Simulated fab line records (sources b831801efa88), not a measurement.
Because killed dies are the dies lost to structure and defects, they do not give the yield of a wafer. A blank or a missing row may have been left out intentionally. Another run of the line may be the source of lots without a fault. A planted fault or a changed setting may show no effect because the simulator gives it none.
Problem report in the 8D (eight disciplines) form, filled by code	flow sky130	the parts of the form that need people (team, actions taken, sign-off) are left out

1. WHAT IS WRONG
strip-time-to-endpoint-s at SKY_METAL5_STRIP_16 reads a mean of 18.69 s on 6 wafers of 2 lots; wafers without a fault read 13.08 s with a standard deviation of 0.095. Relative to the usual mean, that is a shift of +59 standard deviations.
The step: strips in O2/N2.
Earliest sighting: wafer L378.1 on plasma-asher-04 at day 45 20:02. The record holds 42 wafers of 14 lots with a number at this step. Rule for "out" (also "out of limits"): further than 4 standard deviations from the usual mean. The other wafers with a number count as sound.

2. WHAT IT IS, AND WHAT IT ISN'T
question	is	is not
which readings at this step	strip-time-to-endpoint-s	drypump-motor-current-A
which lots	L378, L380	L372, L374, L375, L376, L377, L379, L381, L388, L389, L390, L392, L393
which wafers of those lots	all that have a number	-
read on which tools	plasma-asher-03, plasma-asher-04	plasma-asher-01
when	from day 45 20:02	up to then (15 sound wafers); but 21 sound wafers of L379, L381, L388, L389, L390, L392, L393 came after

3. WHAT RULES OUT EACH SUSPECT
Counting: a tool at any process step up to the reading remains a suspect when it ran all the lots that are out and ran no sound lot after the first of those.
- pvd-sputter-02 at SKY_LI_CONTACT_SPUTTER_20 (material TiN, target thk 20 nm, time 80 s): ruled out as a lasting fault. Following L378 (day 31 22:01), the first lot on it that is out, the sound lots L379 were run on it.
- litho-track-01 at SKY_METAL5_COAT_09 (resist thk 1800 nm): ruled out as a lasting fault. Following L378 (day 45 09:34), the first lot on it that is out, the sound lots L388, L390, L392 were run on it.
Left after counting: nothing in the record.

4. THE CAUSE (what the simulator had put in)
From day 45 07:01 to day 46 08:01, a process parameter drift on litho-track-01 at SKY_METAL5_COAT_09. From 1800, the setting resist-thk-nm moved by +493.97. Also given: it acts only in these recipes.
Counting ruled it out, wrongly: the rule takes a fault to strike every lot that its tool runs from its start on, and this one did not.

5. THE EFFECT CHAIN, in route order
Each row: a reading whose mean over the struck wafers that have a number lies more than 3 standard deviations from the usual. Only readings whose record carries a usual standard deviation are examined. hours: median over the lots of the time between each lot's start at the first step of this table that gives one and its start at this step. sigmas: the change, counted in usual standard deviations.
hours	step	reading	usual	on struck wafers	change	sigmas
0	SKY_METAL5_STRIP_16	strip-time-to-endpoint-s	13.08 s	18.69	+5.61	+59
It contains these process steps:
- SKY_METAL5_STRIP_16: strips in O2/N2.

6. HOW IT WOULD HAVE BEEN CAUGHT EARLIER
In this record no reading fell out of limits until day 45 20:02, 13 hours after the fault had begun at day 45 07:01.
Tool readings at SKY_METAL5_COAT_09 with a usual standard deviation given in the record: none out on any struck wafer, hence no alarm at a limit of 4 standard deviations on them.
